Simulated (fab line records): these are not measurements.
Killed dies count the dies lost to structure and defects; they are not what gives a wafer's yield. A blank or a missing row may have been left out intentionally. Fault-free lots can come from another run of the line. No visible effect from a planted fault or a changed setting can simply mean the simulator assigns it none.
Matching of chambers :: flow gf180mcu :: GF_CONTACT_CMP_04 on cmp-02: 4 sister chambers
The step polishes SiO2. 4 wafers are shown with their chamber, then 7 later ones without.

## WAFERS, EACH WITH ITS CHAMBER
wafer: L934.3
chamber: 0
motor-current-A (A): 12.6

wafer: L937.3
chamber: 2
motor-current-A (A): 10.0

wafer: L942.1
chamber: 3
motor-current-A (A): 11.9

wafer: L942.5
chamber: 1
motor-current-A (A): 12.1

## WAFERS WHOSE CHAMBER IS MISSING
wafer: L942.6
motor-current-A (A): 12.1

wafer: L943.3
motor-current-A (A): 10.2

wafer: L943.5
motor-current-A (A): 11.7

wafer: L943.6
motor-current-A (A): 12.6

wafer: L944.3
motor-current-A (A): 11.7

wafer: L944.4
motor-current-A (A): 13.0

wafer: L944.6
motor-current-A (A): 12.9

## THE CHAMBER EACH PASSED THROUGH
wafer: L942.6
from the rows above: can't be placed: 1 or 3
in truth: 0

wafer: L943.3
from the rows above: 2
in truth: 2

wafer: L943.5
from the rows above: can't be placed: 3 or 1
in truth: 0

wafer: L943.6
from the rows above: 0
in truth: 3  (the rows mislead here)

wafer: L944.3
from the rows above: can't be placed: 3 or 1
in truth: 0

wafer: L944.4
from the rows above: 0
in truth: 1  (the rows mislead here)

wafer: L944.6
from the rows above: 0
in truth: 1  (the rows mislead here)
Correct placement for 1 of the 7. Not placeable from these rows: 3 (in 0, the candidates include the true chamber). Number placed wrongly: 3.
How it was worked out, from the rows above alone: a wafer's distance from a chamber is the root of the sum, over the readings, of the square of ((its reading less the chamber's mean) divided by the reading's scatter). If the next closest chamber is less than 2 further off than the closest, the wafer can't be placed; otherwise it belongs to the closest. Each chamber's mean is taken over the wafers shown for it. The scatter (one wafer shown for each chamber): square how far every hidden wafer sits from the nearest shown wafer, average those squares and take the square root.
